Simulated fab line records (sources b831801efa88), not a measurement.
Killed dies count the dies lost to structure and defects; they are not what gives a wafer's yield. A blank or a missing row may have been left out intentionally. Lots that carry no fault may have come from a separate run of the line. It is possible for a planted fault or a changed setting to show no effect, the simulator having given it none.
A struck lot beside a sound one || flow sky130 || 43 out of 708 route steps
Sound: wafers L357.2, L357.5, L357.6. Struck: wafer L363.1 (left out: L363.4, L363.5 of the same lot, which were not struck); the cause appears at the end.
For every step that has rows: the tool of each side, followed by ch and its chambers, followed by its first start. Under that, the readings that differ: sound wafers || struck wafers || difference of the means || sigmas: that difference in standard deviations of wafers without a fault.
alike: readings whose means differ by less than 2 such deviations, and words and numbers that are the same on both sides. not compared: withheld readings, readings that some wafer has no value for, bounds like >300 that may hide the same value, and numbers for which the record gives no deviation and whose values overlap.
Wherever a step has rows on one side only, a row that says differs or no value, or a row with sigmas, the two part there. Numbers that don't overlap but have no deviation are shown without sigmas and don't part them. A reading missing from all wafers of one side parts the sides only when that side holds two or more wafers.

first, 8 steps without rows for these wafers: SKY_POLY_GATE_DEHYDRATE_05 (time 60 s); SKY_POLY_GATE_HMDS_06 (prime time 60 s); SKY_POLY_GATE_COAT_07 (resist thk 110 nm); SKY_POLY_GATE_COAT_08 (resist thk 450 nm); SKY_POLY_GATE_SOFTBAKE_09 (time 90 s); SKY_POLY_GATE_EXPOSE_10 (exposes mask P1M, target cd 150 nm); SKY_POLY_GATE_PEB_11; SKY_POLY_GATE_DEVELOP_12 (develop time 60 s).
SKY_POLY_GATE_CD_MEAS_13 targets a cd of 150 nm.
  sound on cd sem-02, day 17 05:08; struck on cd sem-01, day 19 06:25
  alike: cd nm
SKY_POLY_GATE_OVL_MEAS_14:
  sound on overlay-02, day 17 05:14; struck on overlay-01, day 19 06:32
  alike: POLY_GATE_OVL
SKY_POLY_GATE_ETCH_15: etches BARC in N2/H2, stops on SiO2, time 118.5 s, target depth 110 nm.
  sound on rie diel-03 ch 0,3, day 17 05:16; struck on rie diel-04 ch 0, day 19 06:34
{"reading": "throttle valve pct (%)", "sound": "13.223 13.215 13.209", "struck": 13.190, "difference": -0.026, "sigmas": -3}
  alike: drypump motor current A, h2 flow sccm, oes product au
  not compared: rf hours counter h
SKY_POLY_GATE_ETCH_16: etches Si3N4 in CH3F/O2, stops on poly-Si, time 147.5 s, target depth 75 nm.
  sound on rie diel-03 ch 0,3, day 17 05:21; struck on rie diel-04 ch 0, day 19 06:39
  alike: drypump motor current A, oes product au, throttle valve pct
  not compared: rf hours counter h
SKY_POLY_GATE_ETCH_17: etches poly-Si in HBr/Cl2, stops on SiO2, target depth 180 nm, time 70.5 s.
  sound on rie si-02 ch 1,2,3, day 17 05:27; struck on rie si-01 ch 1, day 19 06:45
{"reading": "oes product au (a.u.)", "sound": "0.999 0.999 0.995", "struck": 0.984, "difference": -0.014, "sigmas": -2}
  alike: drypump motor current A, throttle valve pct
  not compared: rf hours counter h
SKY_POLY_GATE_STRIP_18: strips in O2/N2.
  sound on plasma asher-02 ch 0,1, day 17 05:30; struck on plasma asher-01 ch 0, day 19 06:48
{"reading": "drypump motor current A (A)", "sound": "5.3 5.4 5.3", "struck": 6.1, "difference": "+0.8", "sigmas": "+2"}
  alike: oes product au, strip time to endpoint s
  not compared: rf hours counter h
then, 2 steps without rows for these wafers: SKY_POLY_GATE_CLEAN_19 (cleans in SC1/SC2, time 150 s); SKY_POLY_GATE_OXIDATION_20 (stabilise 600 s, purge 300 s, target thk 4 nm).
SKY_POLY_GATE_THK_MEAS_21:
  sound on film metro-03, day 17 07:16; struck on film metro-03, day 19 08:12
  alike: POLY_GATE_OXIDATION_THK
SKY_POLY_GATE_CD_MEAS_22:
  sound on cd sem-01, day 17 07:20; struck on cd sem-01, day 19 08:16
  alike: cd nm
then, 7 steps without rows for these wafers: SKY_LDD_N_DEHYDRATE_00 (time 60 s); SKY_LDD_N_HMDS_01 (prime time 60 s); SKY_LDD_N_COAT_02 (resist thk 300 nm); SKY_LDD_N_SOFTBAKE_03 (time 60 s); SKY_LDD_N_EXPOSE_04 (exposes mask NTM, target cd 840 nm); SKY_LDD_N_PEB_05; SKY_LDD_N_DEVELOP_06 (develop time 60 s).
SKY_LDD_N_OVL_MEAS_07:
  sound on overlay-02, day 18 12:47; struck on overlay-02, day 20 14:53
  alike: LDD_N_OVL
then, 8 steps without rows for these wafers: SKY_LDD_N_IMPLANT_08; SKY_LDD_N_IMPLANT_09; SKY_LDD_N_IMPLANT_10; SKY_LDD_N_IMPLANT_11; SKY_LDD_N_IMPLANT_12; SKY_LDD_N_IMPLANT_13; SKY_LDD_N_IMPLANT_14; SKY_LDD_N_IMPLANT_15.
SKY_LDD_N_STRIP_16: strips in O2/N2.
  sound on plasma asher-04 ch 0,1, day 18 14:01; struck on plasma asher-03 ch 1, day 20 16:07
{"reading": "drypump motor current A (A)", "sound": "4.96 4.96 5.46", "struck": 5.57, "difference": "+0.44", "sigmas": "+2"}
  alike: oes product au, strip time to endpoint s
  not compared: rf hours counter h
SKY_LDD_N_TW_MEAS_17:
  sound on film metro-03, day 18 14:08; struck on film metro-04, day 20 16:13
  alike: LDD_N_TW
then, 6 steps without rows for these wafers: SKY_LDD_P_DEHYDRATE_00 (time 60 s); SKY_LDD_P_HMDS_01 (prime time 60 s); SKY_LDD_P_COAT_02 (resist thk 1140 nm); SKY_LDD_P_SOFTBAKE_03 (time 60 s); SKY_LDD_P_EXPOSE_04 (exposes mask PSDM, target cd 380 nm); SKY_LDD_P_PEB_05.
-- a jump in the record: the struck wafers' starts before and after are 27 days apart (it breaks off in module LDD_P and resumes in module PAD_OPEN, where the first step shown is number 708 of the route) --
SKY_PAD_OPEN_PROBE_99:
  sound on prober-02, day 46 14:40; struck on prober-02, day 47 15:57
{"reading": "killed at front end", "sound": "21 12 16", "struck": 51, "difference": "+35", "sigmas": "+8"}
{"reading": "killed open", "sound": "45 40 60", "struck": 32, "difference": -16, "sigmas": -2}
  alike: killed_at_M0_to_M3, killed_at_M4_up, killed at contacts, killed at other, killed dies, killed short

WHERE THEY PART
Earliest at SKY_POLY_GATE_ETCH_15; latest, in this record, at SKY_PAD_OPEN_PROBE_99.

WHY: what the simulator had put in
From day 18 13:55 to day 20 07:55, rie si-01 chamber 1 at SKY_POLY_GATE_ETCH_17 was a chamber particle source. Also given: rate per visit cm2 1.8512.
